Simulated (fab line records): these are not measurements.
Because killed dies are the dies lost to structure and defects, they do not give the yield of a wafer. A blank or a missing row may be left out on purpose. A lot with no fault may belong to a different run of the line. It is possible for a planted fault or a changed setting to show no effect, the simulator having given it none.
Problem report, 8D (eight disciplines) form, completed by code | flow sky130 | the parts of the form that need people (team, actions taken, sign-off) are left out

## 1. WHAT WENT WRONG
Mean of runLengthS at SKY_METAL3_ETCH_16: 139.3 s across 3 wafers in 2 lots; on wafers with no fault it is 116.1 s (standard deviation 0.38). Measured from the usual mean, that is +61 standard deviations.
The step: etches BARC in N2/H2, stops on SiO2, time 88.2 s, target depth 60 nm.
First seen on wafer L406.3, day 40 23:32, on rieMetal-01. At this step, 39 wafers from 13 lots have a number in the record. Rule for "out", or "out of limits": more than 4 standard deviations from the usual mean. All remaining wafers that have a number are taken as sound.

## 2. WHAT IT IS, WHAT IT ISN'T
question                    | is                       | is not
which readings at this step | runLengthS, oesProductAu | drypumpMotorCurrentA, throttleValvePct
which lots                  | L406, L408               | L397, L398, L400, L405, L407, L414, L416, L417, L418, L419, L420
which wafers of those lots  | L406.3, L406.5, L408.3   | L406.6, L408.1, L408.6
read on which tools         | rieMetal-01              | rieMetal-03, rieMetal-04
when                        | from day 40 23:32        | up to then (13 sound wafers); but 23 sound wafers of L407, L408, L414, L416, L417, L418, L419, L420 came after

## 3. THE SUSPECTS, EACH WITH WHAT RULES IT OUT
Counting: any tool at a process step up to the reading remains a suspect provided it ran every lot that is out. Sound lots after the first of them don't rule it out here, since some wafers of a struck lot are sound.
- rieMetal-01 at SKY_METAL3_ETCH_16 (etches BARC in N2/H2, stops on SiO2, time 88.2 s, target depth 60 nm): kept. It ran every lot that is out, first L406 (day 40 23:32); its last sound lot up to then is L405 (day 40 11:20). On those wafers its own readings are out: oesProductAu, runLengthS.
Left after counting: rieMetal-01 at SKY_METAL3_ETCH_16.

## 4. THE CAUSE (what the simulator had put in)
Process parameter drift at SKY_METAL3_ETCH_16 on rieMetal-01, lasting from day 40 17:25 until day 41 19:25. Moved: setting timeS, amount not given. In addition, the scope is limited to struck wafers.
Counting left only this tool.

## 5. SEQUENCE OF EFFECTS, ordered by route
Each row: a reading where the mean over the struck wafers with a number is more than 3 standard deviations away from the usual. Only readings whose record carries a usual standard deviation are examined. hours: median over the lots of the time between each lot's start at the first step of this table that gives one and its start at this step. sigmas: the change, counted in usual standard deviations.
hours | step               | reading      | usual      | on struck wafers | change | sigmas
0     | SKY_METAL3_ETCH_16 | oesProductAu | 0.625 a.u. | 0.569            | -0.056 | -12
0     | SKY_METAL3_ETCH_16 | runLengthS   | 116.1 s    | 139.3            | +23.2  | +61
0     | SKY_METAL3_ETCH_17 | oesProductAu | 0.756 a.u. | 0.727            | -0.029 | -3.9
The process steps in it:
- SKY_METAL3_ETCH_16: etches BARC in N2/H2, stops on SiO2, time 88.2 s, target depth 60 nm.
- SKY_METAL3_ETCH_17: etches SiO2 in C4F8/O2/Ar, stops on TiN, time 3.9 s, target depth 15 nm.

## 6. HOW IT WOULD HAVE BEEN CAUGHT EARLIER
The fault began at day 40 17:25; the first out-of-limits reading in this record came at day 40 23:32, 6 hours later.
